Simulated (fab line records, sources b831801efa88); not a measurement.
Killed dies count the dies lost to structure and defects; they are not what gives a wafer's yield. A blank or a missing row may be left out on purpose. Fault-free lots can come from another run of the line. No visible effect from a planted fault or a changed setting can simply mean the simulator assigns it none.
Chamber matching | flow gf180mcu | 4 sister chambers for GF_STI_ETCH_14 on rie_si-02
The step etches Si in HBr/Cl2/O2, target depth 360 nm, time 102.9 s. 4 wafers are shown with their chamber, then 8 later ones without.

== WAFERS, EACH WITH ITS CHAMBER ==
wafer  | chamber | chamber_pressure_mTorr (mTorr)
L649.6 | 0       | 14.995
L656.2 | 2       | 14.984
L656.3 | 3       | 15.013
L658.2 | 1       | 15.009

== WAFERS MISSING THEIR CHAMBER ==
wafer  | chamber_pressure_mTorr (mTorr)
L658.5 | 14.978
L658.6 | 15.007
L668.2 | 15.000
L668.3 | 14.996
L668.4 | 14.997
L669.3 | 14.985
L669.4 | 14.993
L669.5 | 14.982

== WHICH CHAMBER EACH ONE RAN IN ==
wafer  | from the rows above     | in truth
L658.5 | 2                       | 2
L658.6 | can't be placed: 1 or 3 | 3
L668.2 | can't be placed: 0 or 1 | 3
L668.3 | 0                       | 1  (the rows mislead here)
L668.4 | 0                       | 0
L669.3 | 2                       | 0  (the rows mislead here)
L669.4 | 0                       | 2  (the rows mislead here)
L669.5 | 2                       | 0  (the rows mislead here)
Placed correctly: 2 of 8. Cannot be placed on the basis of these rows: 2; the candidates contain the true chamber in 1. Placed wrongly: 4.
How it was worked out, from the rows above alone: a wafer's distance from a chamber is the root of the sum, over the readings, of the square of ((its reading less the chamber's mean) divided by the reading's scatter). If the next closest chamber is less than 2 further off than the closest, the wafer can't be placed; otherwise it belongs to the closest. A chamber's mean is the mean of its shown wafers. The scatter: with one shown wafer a chamber, the root of the mean of the squares of how far each hidden wafer lies from its nearest shown one.
